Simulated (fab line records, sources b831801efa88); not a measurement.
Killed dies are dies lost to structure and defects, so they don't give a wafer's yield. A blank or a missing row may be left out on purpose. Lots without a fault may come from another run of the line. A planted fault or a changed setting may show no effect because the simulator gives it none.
Problem report in the 8D (eight disciplines) form, filled by code | flow gf180mcu | the parts of the form that need people (team, actions taken, sign-off) are left out

1. THE PROBLEM
heater_power_total_W at GF_POLY_GATE_SOFTBAKE_06 reads a mean of 96.78 W on 6 wafers of 2 lots; wafers without a fault read 93.06 W with a standard deviation of 0.057. That is +65 standard deviations from the usual mean.
The step: time 60 s.
First seen on wafer L457.3, day 14 00:00, on litho_track-04. The record holds 42 wafers of 14 lots with a number at this step. Rule for "out", or "out of limits": more than 4 standard deviations from the usual mean. The other wafers with a number count as sound.

2. WHAT IT IS AND WHAT IT IS NOT
question                    | is                                 | is not
which readings at this step | heater_power_total_W, run_length_s | -
which lots                  | L457, L459                         | L440, L441, L442, L443, L444, L445, L446, L448, L449, L450, L451, L452
which wafers of those lots  | all that have a number             | -
read on which tools         | litho_track-04                     | litho_track-01, litho_track-02
when                        | from day 14 00:00                  | up to then (36 sound wafers)

3. SUSPECTS, AND WHAT RULES EACH OUT
Counting: a tool at a process step up to the reading stays a suspect if it ran every lot that is out and no sound lot after the first of them.
- litho_track-04 at GF_POLY_GATE_SOFTBAKE_06 (time 60 s): kept. It ran every lot that is out, first L457 (day 14 00:00), and no sound lot after that; its last sound lot up to then is L452 (day 12 17:00). Its own readings are out on those wafers: heater_power_total_W, run_length_s.
Left after counting: litho_track-04 at GF_POLY_GATE_SOFTBAKE_06.

4. THE CAUSE (what the simulator had put in)
Process parameter drift: litho_track-04, from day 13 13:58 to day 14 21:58, at GF_POLY_GATE_SOFTBAKE_06. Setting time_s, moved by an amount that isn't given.
Counting left only this tool.

5. THE CHAIN OF EFFECTS, in route order
Each row: a reading whose mean over the struck wafers that have a number lies more than 3 standard deviations from the usual. Only readings for which the record gives a usual standard deviation are gone through. hours: the time from each lot's start at the first step in this table that gives one to its start at this step, as a median over the lots. sigmas: the change in usual standard deviations.
hours | step                     | reading              | usual   | on struck wafers | change | sigmas
0     | GF_POLY_GATE_SOFTBAKE_06 | heater_power_total_W | 93.06 W | 96.78            | +3.72  | +65
0     | GF_POLY_GATE_SOFTBAKE_06 | run_length_s         | 89.25 s | 82.74            | -6.51  | -33
The process steps in it:
- GF_POLY_GATE_SOFTBAKE_06: time 60 s.
Later measuring or inspecting steps at which every struck wafer that the step has a row for has a number for every such reading, and none has moved that far: GF_HV_LDD_CD_MEAS_46, GF_PSD_RS_MEAS_15.

6. WHAT WOULD HAVE CAUGHT IT SOONER
In this record the first reading out of limits was taken at day 14 00:00, 10 hours after the fault began at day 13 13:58.
